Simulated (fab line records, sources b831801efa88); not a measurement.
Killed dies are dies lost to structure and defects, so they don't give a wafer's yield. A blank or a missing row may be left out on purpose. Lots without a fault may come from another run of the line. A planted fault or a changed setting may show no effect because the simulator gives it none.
Tool commonality check | flow gf180mcu | 14 lots, 42 wafers sampled

WHY IT WAS OPENED
At GF_HV_LDD_TW_MEAS_38 the reading HV_LDD_3_TW is flagged on 2 of 14 lots. Wafers without a fault read 1445, standard deviation 9.2.
Rule: a lot is flagged when every wafer of it that has a number lies more than 4 standard deviations from that mean, or none has a number. The other lots count as sound.

lot  | measured     | on            | HV_LDD_3_TW, wafer by wafer | flag
L646 | day 11 13:34 | film_metro-04 | 1434 1437 1431              |
L647 | day 11 17:01 | film_metro-04 | 1433 1438 1429              |
L648 | day 11 23:40 | film_metro-02 | 1454 1453 1446              |
L651 | day 12 23:11 | film_metro-04 | 1428 1437 1431              |
L652 | day 13 10:50 | film_metro-02 | 1439 1444 1442              |
L654 | day 13 23:25 | film_metro-02 | 1445 1445 1443              |
L656 | day 14 15:58 | film_metro-04 | 1432 1433 1427              |
L659 | day 16 00:55 | film_metro-02 | 1453 1458 1455              |
L660 | day 16 04:07 | film_metro-04 | 1322 1321 1319              | FLAGGED
L661 | day 16 08:37 | film_metro-02 | 1322 1328 1335              | FLAGGED
L666 | day 18 07:04 | film_metro-04 | 1454 1457 1456              |
L667 | day 18 12:34 | film_metro-04 | 1461 1458 1454              |
L668 | day 18 16:28 | film_metro-03 | 1434 1439 1446              |
L669 | day 18 23:56 | film_metro-02 | 1453 1446 1457              |
The numbers of the flagged lots are 1324 on average: -120 against the usual, or -13 standard deviations.

WHICH TOOL RAN EACH LOT
The record holds 2 process steps before the reading, out of a route of 602 steps. In each cell: the tool, then ch and the chambers that the sampled wafers went through, then the start.
lot  | flag    | GF_POLY_GATE_STRIP_14                | GF_HV_LDD_IMPLANT_33
L646 |         | plasma_asher-03 ch 0,1, day 9 04:25  | implanter-04 ch 0, day 11 12:52
L647 |         | plasma_asher-02 ch 0,1, day 9 09:31  | implanter-03 ch 0, day 11 16:20
L648 |         | plasma_asher-02 ch 0,1, day 9 14:31  | implanter-02 ch 0, day 11 22:58
L651 |         | plasma_asher-04 ch 0,1, day 10 11:49 | implanter-03 ch 0, day 12 22:31
L652 |         | plasma_asher-03 ch 0,1, day 10 22:00 | implanter-02 ch 0, day 13 10:11
L654 |         | plasma_asher-03 ch 0,1, day 11 08:43 | implanter-04 ch 0, day 13 22:43
L656 |         | plasma_asher-03 ch 0,1, day 12 00:19 | implanter-04 ch 0, day 14 15:16
L659 |         | plasma_asher-02 ch 0,1, day 13 06:07 | implanter-03 ch 0, day 16 00:14
L660 | FLAGGED | plasma_asher-03 ch 0,1, day 13 09:02 | implanter-03, day 16 03:26
L661 | FLAGGED | plasma_asher-04 ch 0,1, day 13 13:46 | implanter-02, day 16 07:55
L666 |         | plasma_asher-04 ch 0,1, day 15 08:01 | implanter-02 ch 0, day 18 06:23
L667 |         | plasma_asher-04 ch 0,1, day 15 14:07 | implanter-03 ch 0, day 18 11:52
L668 |         | plasma_asher-02 ch 0,1, day 15 18:13 | implanter-02 ch 0, day 18 15:46
L669 |         | plasma_asher-03 ch 0,1, day 16 01:29 | implanter-02 ch 0, day 18 23:17
What these steps do:
- GF_POLY_GATE_STRIP_14: strips in O2/N2.
- GF_HV_LDD_IMPLANT_33
- GF_HV_LDD_TW_MEAS_38

FLAGGED OVER TOTAL, TOOL BY TOOL (the gauges that took the reading come last)
step                  | tool            | lots run | flagged | share of the flagged lots | sound lots run after its first flagged lot
GF_POLY_GATE_STRIP_14 | plasma_asher-02 | 4        | 0       | none                      | -
GF_POLY_GATE_STRIP_14 | plasma_asher-03 | 6        | 1       | some                      | 1 (L669)
GF_POLY_GATE_STRIP_14 | plasma_asher-04 | 4        | 1       | some                      | 2 (L666,L667)
GF_HV_LDD_IMPLANT_33  | implanter-02    | 6        | 1       | some                      | 3 (L666,L668,L669)
GF_HV_LDD_IMPLANT_33  | implanter-03    | 5        | 1       | some                      | 1 (L667)
GF_HV_LDD_IMPLANT_33  | implanter-04    | 3        | 0       | none                      | -
GF_HV_LDD_TW_MEAS_38  | film_metro-02   | 6        | 1       | some                      | 1 (L669)
GF_HV_LDD_TW_MEAS_38  | film_metro-03   | 1        | 0       | none                      | -
GF_HV_LDD_TW_MEAS_38  | film_metro-04   | 7        | 1       | some                      | 2 (L666,L667)

WHAT THE TABLE ALLOWS
No row of the table ran every flagged lot.

WHAT THE SIMULATOR HAD PUT IN
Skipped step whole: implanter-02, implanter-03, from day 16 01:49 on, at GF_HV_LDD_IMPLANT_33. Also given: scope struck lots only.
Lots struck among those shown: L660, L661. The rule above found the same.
